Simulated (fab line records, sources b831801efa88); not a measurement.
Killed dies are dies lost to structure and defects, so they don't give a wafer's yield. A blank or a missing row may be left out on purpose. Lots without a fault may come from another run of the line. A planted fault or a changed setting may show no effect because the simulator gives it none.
A struck lot beside a sound one | flow sfq_line | 42 steps out of a route of 325
Sound: wafers L522.1, L522.3, L522.4. Struck: wafers L530.1, L530.4, L530.6. The cause comes at the end.
At each step with rows: each side's tool, then ch and its chambers, then its first start. Under that, the readings that differ: sound wafers | struck wafers | difference of the means | sigmas: that difference in standard deviations of wafers without a fault.
alike: readings whose means differ by less than 2 such deviations, and words and numbers that are the same on both sides. not compared: withheld readings, readings that some wafer has no value for, bounds like >300 that may hide the same value, and numbers for which the record gives no deviation and whose values overlap.
The two part at a step that has a row with sigmas, a row that says differs or no value, or rows on one side only. Numbers that don't overlap but have no deviation are shown without sigmas and don't part them. A reading that every wafer of one side lacks parts them only if that side has two wafers or more.

first, 6 steps without rows for these wafers: SFQ_TRILAYER_I0_VIA_LITHO_COAT_036 (resist thk 62 nm); SFQ_TRILAYER_I0_VIA_LITHO_COAT_031 (resist thk 650 nm); SFQ_TRILAYER_I0_VIA_LITHO_SOFTBAKE_035; SFQ_TRILAYER_I0_VIA_LITHO_EXPOSE_032 (exposes mask I0, target cd 500 nm); SFQ_TRILAYER_I0_VIA_LITHO_PEB_034 (peb time 60 s); SFQ_TRILAYER_I0_VIA_LITHO_DEVELOP_033 (time 60 s).
SFQ_I0_OVL_MEAS_908:
  sound on overlay-02, day 13 20:19; struck on overlay-02, day 17 17:23
  alike: I0_OVL
then, 5 steps without rows for these wafers: SFQ_TRILAYER_I0_VIA_BARC_OPEN_VIA_ETCH_046 (etches BARC in O2, target depth 125 nm, time 41.7 s); SFQ_TRILAYER_I0_VIA_ETCH_VIA_ETCH_034 (etches SiO2 in CHF3, stops on Nb, target depth 260 nm); SFQ_TRILAYER_I0_VIA_STRIP_STRIP_035 (strips in O2); SFQ_TRILAYER_I0_VIA_STRIP_SOLV_CLEAN_036 (cleans in NMP, time 600 s); SFQ_TRILAYER_M1_DEP_PRE_CLEAN_038 (time 22.5 s).
SFQ_TRILAYER_M1_DEP_SPUTTER_037: material Nb, target thk 200 nm, time 133.3 s.
  sound on pvd_sputter-04, day 13 21:18; struck on pvd_sputter-04, day 17 18:25
  reading                                             | sound             | struck            | difference | sigmas
  model.Nb_of_TRILAYER_M1_DEP_SPUTTER_037.thk_nm (nm) | 196.9 197.3 195.2 | 286.8 286.9 287.7 | +90.7      |
  alike: throttle_valve_pct
SFQ_M1_RS_MEAS_909: measures by four-point-probe.
  sound on film_metro-02, day 13 21:23; struck on film_metro-02, day 17 18:36
  reading           | sound             | struck            | difference | sigmas
  M1_NB_RS (ohm/sq) | 0.903 0.903 0.913 | 0.617 0.617 0.615 | -0.290     | -33
then, 6 steps without rows for these wafers: SFQ_TRILAYER_M1_LITHO_COAT_044 (resist thk 62 nm); SFQ_TRILAYER_M1_LITHO_COAT_039 (resist thk 600 nm); SFQ_TRILAYER_M1_LITHO_SOFTBAKE_043; SFQ_TRILAYER_M1_LITHO_EXPOSE_040 (exposes mask M1, target cd 500 nm); SFQ_TRILAYER_M1_LITHO_PEB_042 (peb time 60 s); SFQ_TRILAYER_M1_LITHO_DEVELOP_041 (time 60 s).
-- the record jumps here: 6 days lie between the struck wafers' starts before and after --
SFQ_M1_OVL_MEAS_911:
  sound on overlay-01, day 18 18:35; struck on overlay-01, day 23 13:43
  alike: M1_OVL
SFQ_TRILAYER_M1_BARC_OPEN_METAL_ETCH_054: etches BARC in O2, target depth 125 nm, time 41.7 s.
  sound on rie_metal-03 ch 0,1, day 18 18:38; struck on rie_metal-03 ch 0,1, day 23 13:45
  alike: drypump_motor_current_A, oes_product_au
  not compared: rf_hours_counter_h
SFQ_TRILAYER_M1_ETCH_METAL_ETCH_042: etches Nb in Cl2/Ar, stops on SiO2, target depth 240 nm, time 120 s.
  sound on rie_metal-03 ch 0,1, day 18 18:41; struck on rie_metal-03 ch 0,1, day 23 13:49
  reading               | sound             | struck            | difference | sigmas
  oes_product_au (a.u.) | 0.885 0.896 0.884 | 1.005 1.000 1.012 | +0.117     | +17
  alike: drypump_motor_current_A
  not compared: rf_hours_counter_h
SFQ_TRILAYER_M1_STRIP_STRIP_043: strips in O2.
  sound on rie_metal-03 ch 0,1, day 18 18:49; struck on rie_metal-03 ch 0,1, day 23 13:56
  alike: drypump_motor_current_A, oes_product_au
  not compared: rf_hours_counter_h
then, 2 steps without rows for these wafers: SFQ_TRILAYER_M1_STRIP_SOLV_CLEAN_044 (cleans in NMP, time 600 s); SFQ_TRILAYER_I1_DEP_PECVD_045 (deposits SiO2 from SiH4/N2O, time 111.11 s, target thk 500 nm).
SFQ_TRILAYER_I1_CMP_CMP_046: polishes SiO2.
  sound on cmp-02 ch 1,2,3, day 18 20:22; struck on cmp-01 ch 0,2,3, day 23 23:55
  alike: motor_current_A, retaining_ring_pressure_frac, time_to_endpoint_s
SFQ_I1_BOW_MEAS_912:
  sound on film_metro-01, day 18 23:22; struck on film_metro-03, day 24 02:55
  alike: I1_BOW
SFQ_TRILAYER_I1_METRO_MEASURE_047:
  sound on film_metro-01, day 18 23:29; struck on film_metro-03, day 24 03:02
  alike: thk_nm
then, 6 steps without rows for these wafers: SFQ_TRILAYER_I1_VIA_LITHO_COAT_054 (resist thk 63.13 nm); SFQ_TRILAYER_I1_VIA_LITHO_COAT_049 (resist thk 650 nm); SFQ_TRILAYER_I1_VIA_LITHO_SOFTBAKE_053; SFQ_TRILAYER_I1_VIA_LITHO_EXPOSE_050 (exposes mask I1, target cd 500 nm); SFQ_TRILAYER_I1_VIA_LITHO_PEB_052 (peb time 60 s); SFQ_TRILAYER_I1_VIA_LITHO_DEVELOP_051 (time 60 s).
SFQ_I1_OVL_MEAS_913:
  sound on overlay-01, day 20 05:43; struck on overlay-01, day 24 09:49
  alike: I1_OVL
then, 1 step without rows for these wafers: SFQ_TRILAYER_I1_VIA_BARC_OPEN_VIA_ETCH_071 (etches BARC in O2, target depth 125 nm, time 41.7 s).
SFQ_TRILAYER_I1_VIA_ETCH_VIA_ETCH_052: etches SiO2 in CHF3, stops on Nb, target depth 260 nm.
  sound on rie_diel-01 ch 0,1,3, day 20 05:47; struck on rie_diel-04 ch 1,3, day 24 09:53
  alike: drypump_motor_current_A, oes_product_au
then, 3 steps without rows for these wafers: SFQ_TRILAYER_I1_VIA_STRIP_STRIP_053 (strips in O2); SFQ_TRILAYER_I1_VIA_STRIP_SOLV_CLEAN_054 (cleans in NMP, time 600 s); SFQ_TRILAYER_M2_DEP_PRE_CLEAN_056 (time 22.5 s).
-- the record jumps here: 58 days lie between the struck wafers' starts before and after --
SFQ_M8_BOW_MEAS_951:
  sound on film_metro-04, day 70 07:26; struck on film_metro-01, day 82 00:31
  reading                       | sound               | struck               | difference | sigmas
  model.etest.m1.comb_log10_ohm | 12 12 12            | 0 0 0                | -12        |
  model.etest.m1.ohm_sq         | 0.9036 0.902 0.9118 | 0.6205 0.6203 0.6185 | -0.2860    |
  alike: M8_BOW

WHERE THEY PART
First at SFQ_M1_RS_MEAS_909; last, within this record, at SFQ_TRILAYER_M1_ETCH_METAL_ETCH_042. Later steps at which nothing parts them and some readings are alike: SFQ_TRILAYER_M1_STRIP_STRIP_043, SFQ_TRILAYER_I1_CMP_CMP_046, SFQ_I1_BOW_MEAS_912, SFQ_TRILAYER_I1_METRO_MEASURE_047, SFQ_I1_OVL_MEAS_913, SFQ_TRILAYER_I1_VIA_ETCH_VIA_ETCH_052, SFQ_M8_BOW_MEAS_951.

WHY: what the simulator had put in
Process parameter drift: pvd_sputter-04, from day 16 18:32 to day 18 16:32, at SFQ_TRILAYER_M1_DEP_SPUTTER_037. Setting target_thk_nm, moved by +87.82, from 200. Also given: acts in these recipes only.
